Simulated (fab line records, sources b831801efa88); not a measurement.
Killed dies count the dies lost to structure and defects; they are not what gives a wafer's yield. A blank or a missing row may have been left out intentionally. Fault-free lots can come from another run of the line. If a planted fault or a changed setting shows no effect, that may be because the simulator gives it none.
Which of the tools did it? -- flow gf180mcu -- 39 wafers from 13 lots sampled at 5 of the route's 602 steps

== WHAT EACH GAUGE READ, for each wafer ==
GF_HV_LDD_TW_MEAS_23. Usual: HV_LDD_2_TW gives 1062 (standard deviation 6.3).
lot,measured,on,HV_LDD_2_TW,flag
L839,day 11 06:14,film metro-02,1059 1056 1058,
L841,day 11 17:22,film metro-04,1069 1066 1068,
L842,day 12 02:33,film metro-04,1068 1063 1067,
L843,day 12 06:15,film metro-02,1052 1058 1058,
L844,day 12 09:58,film metro-01,1059 1058 1063,
L850,day 14 12:50,film metro-01,1064 1065 1065,
L851,day 14 20:59,film metro-02,1058 1063 1062,
L856,day 16 10:50,film metro-02,1055 1062 1054,
L857,day 16 23:07,film metro-04,1064 1065 1053,
L858,day 17 10:01,film metro-04,1067 1064 1068,
L859,day 17 14:23,film metro-04,1068 1064 1064,
L860,day 18 01:09,film metro-02,1051 1055 1052,
L861,day 18 09:16,film metro-04,1063 1061 1064,

GF_NSD_OVL_MEAS_08. Usual: NSD_OVL gives -0.8 nm (standard deviation 1.4).
lot,measured,on,NSD_OVL (nm),flag
L839,day 13 20:36,overlay-01,-3.4 -1.5 -2.5,
L841,day 14 09:02,overlay-02,-3.2 -0.7 -1.9,
L842,day 14 19:12,overlay-02,-2.3 -1.6 -2.7,
L843,day 14 23:01,overlay-01,2.2 0.7 1.2,
L844,day 15 03:36,overlay-01,0.0 0.5 -2.2,
L850,day 17 09:28,overlay-02,-1.2 0.1 -0.3,
L851,day 17 17:01,overlay-02,-1.5 0.1 0.3,
L856,day 19 10:34,overlay-02,-1.8 -1.9 -1.0,
L857,day 19 22:41,overlay-02,-2.3 -1.5 -2.5,
L858,day 20 11:22,overlay-02,2.6 0.0 -0.1,
L859,day 20 15:28,overlay-01,0.7 0.7 -0.4,
L860,day 21 03:56,overlay-01,-1.7 0.8 -3.0,
L861,day 21 13:50,overlay-02,-0.4 -2.0 -1.6,

GF_PSD_RS_MEAS_14: measures by four-point-probe. Usual: NSD_RS gives 46.12 ohm/sq (standard deviation 0.083).
lot,measured,on,NSD_RS (ohm/sq),flag
L839,day 14 17:32,film metro-02,46.22 46.15 46.17,
L841,day 15 07:10,film metro-03,46.15 46.06 46.16,
L842,day 15 17:38,film metro-02,46.10 45.98 45.97,
L843,day 15 21:46,film metro-02,46.13 46.09 46.19,
L844,day 16 02:37,film metro-02,46.08 46.11 46.10,
L850,day 18 07:52,film metro-03,46.25 41.96 42.00,OFF
L851,day 18 15:41,film metro-02,41.97 42.06 42.06,OFF
L856,day 20 11:42,film metro-03,46.20 46.18 46.19,
L857,day 20 23:22,film metro-03,46.07 46.27 46.14,
L858,day 21 12:06,film metro-03,46.12 46.01 46.14,
L859,day 21 16:11,film metro-03,46.13 46.03 46.06,
L860,day 22 04:17,film metro-02,46.15 46.22 46.13,
L861,day 22 14:13,film metro-01,46.14 46.10 46.20,

GF_PSD_RS_MEAS_15: measures by four-point-probe. Usual: PSD_RS gives 108.59 ohm/sq (standard deviation 0.3).
lot,measured,on,PSD_RS (ohm/sq),flag
L839,day 14 17:39,film metro-02,109.18 108.75 108.94,
L841,day 15 07:17,film metro-03,108.79 108.72 108.68,
L842,day 15 17:46,film metro-02,108.52 108.27 108.32,
L843,day 15 21:53,film metro-02,108.62 108.64 108.81,
L844,day 16 02:44,film metro-02,108.36 108.24 108.34,
L850,day 18 07:59,film metro-03,108.95 101.62 101.70,OFF
L851,day 18 15:48,film metro-02,100.93 101.04 100.88,OFF
L856,day 20 11:49,film metro-03,108.44 108.63 108.42,
L857,day 20 23:29,film metro-03,108.50 108.88 108.78,
L858,day 21 12:13,film metro-03,108.55 108.37 109.08,
L859,day 21 16:18,film metro-03,108.32 108.13 108.18,
L860,day 22 04:25,film metro-02,108.55 108.86 108.92,
L861,day 22 14:20,film metro-01,108.49 108.58 108.78,

== WHICH TOOL RAN EACH LOT (tool, then ch and the chambers of the sampled wafers, then the start) ==
lot,GF_PSD_RTA_13
L839,"rtp anneal-02 ch 0, day 14 17:26"
L841,"rtp anneal-01 ch 0, day 15 07:04"
L842,"rtp anneal-01 ch 0, day 15 17:33"
L843,"rtp anneal-02 ch 0, day 15 21:41"
L844,"rtp anneal-02 ch 0, day 16 02:31"
L850,"rtp anneal-02 ch 0, day 18 07:47"
L851,"rtp anneal-02 ch 0, day 18 15:35"
L856,"rtp anneal-01 ch 0, day 20 11:36"
L857,"rtp anneal-01 ch 0, day 20 23:17"
L858,"rtp anneal-01 ch 0, day 21 12:01"
L859,"rtp anneal-02 ch 0, day 21 16:05"
L860,"rtp anneal-01 ch 0, day 22 04:12"
L861,"rtp anneal-02 ch 0, day 22 14:08"
- GF_PSD_RTA_13: time 20 s.

== WHAT THE TOOLS THEMSELVES READ (means of the sampled wafers that have a number; where no wafer has one, the mark that the record gives instead) ==
GF_PSD_RTA_13. Usual: lamp power pct 28.9 %, standard deviation 1.5; run length s 49.3 s, standard deviation 0.48; wafer_temp_C_max 1030.6, standard deviation 2.
lot,tool,lamp power pct (%),run length s (s),wafer_temp_C_max,flag
L839,rtp anneal-02,27.5,49.1,1028.2,
L841,rtp anneal-01,30.5,49.4,1035.2,
L842,rtp anneal-01,30.6,49.4,1031.6,
L843,rtp anneal-02,27.5,49.0,1028.8,
L844,rtp anneal-02,27.5,49.1,1028.6,
L850,rtp anneal-02,27.5,64.1,1028.7,OFF
L851,rtp anneal-02,27.5,71.6,1030.0,OFF
L856,rtp anneal-01,30.6,49.4,1032.7,
L857,rtp anneal-01,30.6,49.4,1032.5,
L858,rtp anneal-01,30.5,49.3,1032.2,
L859,rtp anneal-02,27.5,49.2,1028.9,
L860,rtp anneal-01,30.5,49.3,1032.6,
L861,rtp anneal-02,27.5,49.1,1028.9,

== THE ANSWER, worked out from the rows above alone ==
Rule: take the mean of a lot's wafers that have a number; if it is more than 3 standard deviations from the usual mean, the lot is off. A lot without any number at a reading at which 4 lots or more have one is off too. Where the step has rows for the other lots, those lots are counted as sound. First the gauges in route order, then the tools' own readings, where a lot's mean is used as printed above. At the first step where some lot is off, the reading lying furthest off is the one used; lots without a number count as furthest.
Off: L850, L851, seen at GF_PSD_RS_MEAS_14 (NSD_RS).
A tool fits if, at a process step before that reading, it ran every lot that is off, and no sound lot after the first of them. The gauges at GF_PSD_RS_MEAS_14 aren't tried: what is off there is off at GF_PSD_RTA_13 too, on other tools, and a gauge's error can't cause that. Not one of the candidates tried fits.

== WHAT THE SIMULATOR PUT IN ==
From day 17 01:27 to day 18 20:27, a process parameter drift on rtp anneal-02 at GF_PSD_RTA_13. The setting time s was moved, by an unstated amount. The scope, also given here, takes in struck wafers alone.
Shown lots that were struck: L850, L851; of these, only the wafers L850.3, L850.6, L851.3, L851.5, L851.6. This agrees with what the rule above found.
